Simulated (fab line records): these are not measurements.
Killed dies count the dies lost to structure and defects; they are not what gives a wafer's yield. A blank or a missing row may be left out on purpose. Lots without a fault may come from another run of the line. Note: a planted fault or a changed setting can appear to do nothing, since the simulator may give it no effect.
Matching of chambers :: flow gf180mcu :: GF_V2_CMP_26 on cmp-02: 4 sister chambers
The step polishes, stops on SiO2, t overpolish 15 s, target thk 0 nm. 16 wafers are shown with their chamber, then 8 later ones without.

## EACH WAFER AND ITS CHAMBER
wafer: L763.1
chamber: 3
motorCurrentA (A): 10.9
timeToEndpointS (s): 87
overpolishRunS (s): 15.003

wafer: L763.2
chamber: 0
motorCurrentA (A): 11.5
timeToEndpointS (s): 95
overpolishRunS (s): 15.013

wafer: L763.5
chamber: 2
motorCurrentA (A): 11.2
timeToEndpointS (s): 91
overpolishRunS (s): 14.995

wafer: L764.1
chamber: 2
motorCurrentA (A): 11.3
timeToEndpointS (s): 93
overpolishRunS (s): 14.995

wafer: L764.4
chamber: 3
motorCurrentA (A): 11.2
timeToEndpointS (s): 88
overpolishRunS (s): 14.990

wafer: L764.5
chamber: 1
motorCurrentA (A): 8.6
timeToEndpointS (s): 90
overpolishRunS (s): 14.994

wafer: L766.1
chamber: 3
motorCurrentA (A): 11.2
timeToEndpointS (s): 85
overpolishRunS (s): 14.989

wafer: L766.3
chamber: 1
motorCurrentA (A): 9.2
timeToEndpointS (s): 85
overpolishRunS (s): 15.011

wafer: L766.6
chamber: 2
motorCurrentA (A): 11.3
timeToEndpointS (s): 89
overpolishRunS (s): 14.990

wafer: L767.1
chamber: 1
motorCurrentA (A): 8.7
timeToEndpointS (s): 91
overpolishRunS (s): 15.013

wafer: L767.2
chamber: 2
motorCurrentA (A): 11.9
timeToEndpointS (s): 95
overpolishRunS (s): 15.000

wafer: L767.5
chamber: 3
motorCurrentA (A): 11.1
timeToEndpointS (s): 90
overpolishRunS (s): 14.997

wafer: L770.3
chamber: 2
motorCurrentA (A): 11.0
timeToEndpointS (s): 93
overpolishRunS (s): 14.999

wafer: L770.5
chamber: 3
motorCurrentA (A): 11.0
timeToEndpointS (s): 91
overpolishRunS (s): 14.996

wafer: L770.6
chamber: 0
motorCurrentA (A): 11.7
timeToEndpointS (s): 93
overpolishRunS (s): 14.992

wafer: L774.1
chamber: 1
motorCurrentA (A): 9.4
timeToEndpointS (s): 87
overpolishRunS (s): 14.995

SIGNATURES (means of the wafers above)
reading: motorCurrentA
chamber 0: 11.600
chamber 1: 8.975
chamber 2: 11.340
chamber 3: 11.080
scatter within a chamber: 0.287

reading: timeToEndpointS
chamber 0: 94.00
chamber 1: 88.25
chamber 2: 92.20
chamber 3: 88.20
scatter within a chamber: 2.39

reading: overpolishRunS
chamber 0: 15.00250
chamber 1: 15.00325
chamber 2: 14.99580
chamber 3: 14.99500
scatter within a chamber: 0.00776
Rule: a wafer lies at a distance from a chamber equal to the root of the sum of squares, over the readings, of (its reading less the chamber's mean, divided by the reading's scatter). The wafer belongs to the nearest chamber; if the next one is less than 2 further off, it can't be placed. How the scatter is found: for the shown wafers, subtract from each reading the mean of its chamber, square and add these, divide the total by (wafers less chambers), then take the root.

## WAFERS WHOSE CHAMBER IS MISSING
wafer: L774.3
motorCurrentA (A): 11.8
timeToEndpointS (s): 93
overpolishRunS (s): 14.988

wafer: L774.5
motorCurrentA (A): 11.3
timeToEndpointS (s): 99
overpolishRunS (s): 14.990

wafer: L777.2
motorCurrentA (A): 10.8
timeToEndpointS (s): 85
overpolishRunS (s): 15.012

wafer: L777.4
motorCurrentA (A): 11.9
timeToEndpointS (s): 92
overpolishRunS (s): 14.981

wafer: L777.5
motorCurrentA (A): 9.5
timeToEndpointS (s): 86
overpolishRunS (s): 15.011

wafer: L785.3
motorCurrentA (A): 12.6
timeToEndpointS (s): 88
overpolishRunS (s): 15.014

wafer: L785.5
motorCurrentA (A): 11.7
timeToEndpointS (s): 87
overpolishRunS (s): 14.980

wafer: L785.6
motorCurrentA (A): 10.4
timeToEndpointS (s): 83
overpolishRunS (s): 15.002

## THE CHAMBER EACH PASSED THROUGH
wafer: L774.3
from the rows above: can't be placed: 2 or 0 or 3
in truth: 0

wafer: L774.5
from the rows above: can't be placed: 0 or 2 or 3
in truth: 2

wafer: L777.2
from the rows above: can't be placed: 3 or 2
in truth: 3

wafer: L777.4
from the rows above: can't be placed: 2 or 0 or 3
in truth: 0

wafer: L777.5
from the rows above: 1
in truth: 1

wafer: L785.3
from the rows above: can't be placed: 0 or 2 or 3
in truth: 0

wafer: L785.5
from the rows above: can't be placed: 3 or 2 or 0
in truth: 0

wafer: L785.6
from the rows above: can't be placed: 3 or 2
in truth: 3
Placed correctly: 1 of 8. Unplaceable from these rows: 7, with the true chamber sitting among the candidates in 7. 0 placed wrongly.
